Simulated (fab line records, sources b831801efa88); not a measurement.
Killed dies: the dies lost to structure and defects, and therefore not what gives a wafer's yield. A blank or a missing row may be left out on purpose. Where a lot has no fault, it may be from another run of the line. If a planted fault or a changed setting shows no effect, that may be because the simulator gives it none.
Matching of chambers | flow sky130 | 4 sister chambers for SKY_CONTACT_ETCH_17 on rieDiel-04
The step etches SiO2 in C4F8/O2/Ar, stops on Si3N4, target depth 340 nm. 20 wafers are shown with their chamber, then 10 later ones without.

== WAFERS WITH THEIR CHAMBER ==
wafer  | chamber | oesProductAu (a.u.)
L076.1 | 2       | 0.903
L076.5 | 2       | 0.897
L076.6 | 1       | 0.889
L080.1 | 2       | 0.891
L080.2 | 3       | 0.891
L080.3 | 0       | 0.898
L080.4 | 3       | 0.886
L080.5 | 0       | 0.892
L080.6 | 2       | 0.888
L081.2 | 2       | 0.884
L081.4 | 1       | 0.885
L081.6 | 2       | 0.894
L083.2 | 1       | 0.890
L083.3 | 2       | 0.888
L083.5 | 0       | 0.890
L085.1 | 0       | 0.886
L085.2 | 2       | 0.898
L085.3 | 1       | 0.892
L085.4 | 3       | 0.890
L085.5 | 3       | 0.890

SIGNATURES (averages over the wafers above)
reading      | chamber 0 | chamber 1 | chamber 2 | chamber 3 | scatter within a chamber
oesProductAu | 0.89150   | 0.88900   | 0.89287   | 0.88925   | 0.00495
Rule: a wafer's distance from a chamber is the root of the sum, over the readings, of the square of ((its reading less the chamber's mean) divided by the reading's scatter). The wafer belongs to the nearest chamber; if the next one is less than 2 further off, it can't be placed. The scatter: the root of (the sum of the squares of (reading less its chamber's mean) over the shown wafers, divided by (wafers less chambers)).

== WAFERS WITHOUT THEIR CHAMBER ==
wafer  | oesProductAu (a.u.)
L085.6 | 0.886
L087.2 | 0.894
L087.3 | 0.895
L087.4 | 0.896
L089.3 | 0.894
L089.4 | 0.895
L089.5 | 0.896
L092.3 | 0.888
L092.4 | 0.890
L092.5 | 0.890

== WHICH CHAMBER EACH ONE RAN IN ==
wafer  | from the rows above               | in truth
L085.6 | can't be placed: 1 or 3 or 0 or 2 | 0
L087.2 | can't be placed: 2 or 0 or 3 or 1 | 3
L087.3 | can't be placed: 2 or 0 or 3 or 1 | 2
L087.4 | can't be placed: 2 or 0 or 3 or 1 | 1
L089.3 | can't be placed: 2 or 0 or 3 or 1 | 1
L089.4 | can't be placed: 2 or 0 or 3 or 1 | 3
L089.5 | can't be placed: 2 or 0 or 3 or 1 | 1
L092.3 | can't be placed: 1 or 3 or 0 or 2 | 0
L092.4 | can't be placed: 3 or 1 or 0 or 2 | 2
L092.5 | can't be placed: 3 or 1 or 0 or 2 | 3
0 of 10 placed correctly. Not placeable from these rows: 10 (in 10, the candidates include the true chamber). Number placed wrongly: 0.
